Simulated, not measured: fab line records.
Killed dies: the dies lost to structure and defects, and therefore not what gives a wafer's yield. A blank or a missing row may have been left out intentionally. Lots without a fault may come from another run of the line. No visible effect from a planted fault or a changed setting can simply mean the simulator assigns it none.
Comparing a struck lot with a sound one -- flow sky130 -- 14 steps out of a route of 708
Sound: the wafers L769.1, L769.3, L769.4. Wafers L785.1, L785.3, L785.5 were the ones struck. At the end, the cause is stated.
Order at every step that has rows: each side's tool, ch and its chambers, its first start. Under that, the readings that differ: sound wafers -- struck wafers -- difference of the means -- sigmas: that difference in standard deviations of wafers without a fault.
alike: words and numbers the same on both sides, and readings whose means are apart by under 2 such deviations; not compared: readings that were withheld, readings missing a value for some wafer, numbers with overlapping values and no deviation given by the record, and bounds like >300 which may hide the same value.
A row with sigmas, a row that says differs or no value, or rows on one side alone: a step with any of these is where the two part. When numbers do not overlap yet have no deviation, they are printed without sigmas and do not part them. A reading that every wafer of one side lacks parts them only if that side has two wafers or more.

SKY_LI_CONTACT_CVD_21: deposits W, target thk 400 nm, time 120.56 s.
  sound on cvd w-02 ch 0,1, day 29 21:31; struck on cvd w-01 ch 0,1, day 34 16:38
  alike: heater power w
SKY_LI_CONTACT_RS_MEAS_22: uses a four-point probe to measure.
  sound on film metro-03 at day 29 21:38; struck on film metro-03 at day 34 16:46
  alike: LI_CONTACT_W_RS
SKY_LI_CONTACT_THK_MEAS_23: measures by xrf.
  sound on film metro-03 at day 29 21:45; struck on film metro-03 at day 34 16:53
  alike: LI_CONTACT_W_THK
SKY_LI_CONTACT_CMP_24: polishes, stops on PSG, t overpolish 20 s, target thk 0 nm.
  sound on cmp-01 ch 0,2,3, day 29 21:49; struck on cmp-02 ch 1,2, day 34 16:57
  alike: motor current A, overpolish run s, retaining ring pressure frac, time to endpoint s
SKY_LOCAL_INTERCONNECT_SPUTTER_00: material TiN, target thk 100 nm, time 83.3 s.
  sound on pvd sputter-04 at day 29 22:07; struck on pvd sputter-03 at day 34 17:15
  alike: throttle valve pct
SKY_LOCAL_INTERCONNECT_RS_MEAS_01: uses a four-point probe to measure.
  sound on film metro-01 at day 29 22:10; struck on film metro-01 at day 34 17:19
reading,sound,struck,difference,sigmas
LOCAL_INTERCONNECT_TIN_RS (ohm/sq),14.18 14.02 14.14,13.71 13.69 13.78,-0.39,-2
SKY_LOCAL_INTERCONNECT_THK_MEAS_02: measures by xrf.
  sound on film metro-01 at day 29 22:17; struck on film metro-01 at day 34 17:26
reading,sound,struck,difference,sigmas
LOCAL_INTERCONNECT_TIN_THK (nm),97.5 98.9 97.8,101.9 101.7 100.9,+3.4,+2
then, 5 steps without rows for these wafers: SKY_LOCAL_INTERCONNECT_DEHYDRATE_03 (time 60 s); SKY_LOCAL_INTERCONNECT_HMDS_04 (prime time 60 s); SKY_LOCAL_INTERCONNECT_COAT_05 (resist thk 60 nm); SKY_LOCAL_INTERCONNECT_COAT_06 (resist thk 450 nm); SKY_LOCAL_INTERCONNECT_SOFTBAKE_07 (time 90 s).
SKY_LOCAL_INTERCONNECT_EXPOSE_08: exposes mask LI1M, target cd 170 nm.
  sound on krf scanner-02 ch 0, day 30 12:04; struck on krf scanner-01, day 35 06:16
  no value came back on the struck wafers for exposure dose mJ cm2, focus offset nm (nm); on the sound wafers exposure dose mJ cm2 reads 27.95 27.94 27.93
  alike: mask
then, 1 step without rows for these wafers: SKY_LOCAL_INTERCONNECT_PEB_09.

== WHERE THEY PART ==
At SKY_LOCAL_INTERCONNECT_RS_MEAS_01 first; at SKY_LOCAL_INTERCONNECT_EXPOSE_08 last (within this record only).

WHY: whatever the simulator had introduced
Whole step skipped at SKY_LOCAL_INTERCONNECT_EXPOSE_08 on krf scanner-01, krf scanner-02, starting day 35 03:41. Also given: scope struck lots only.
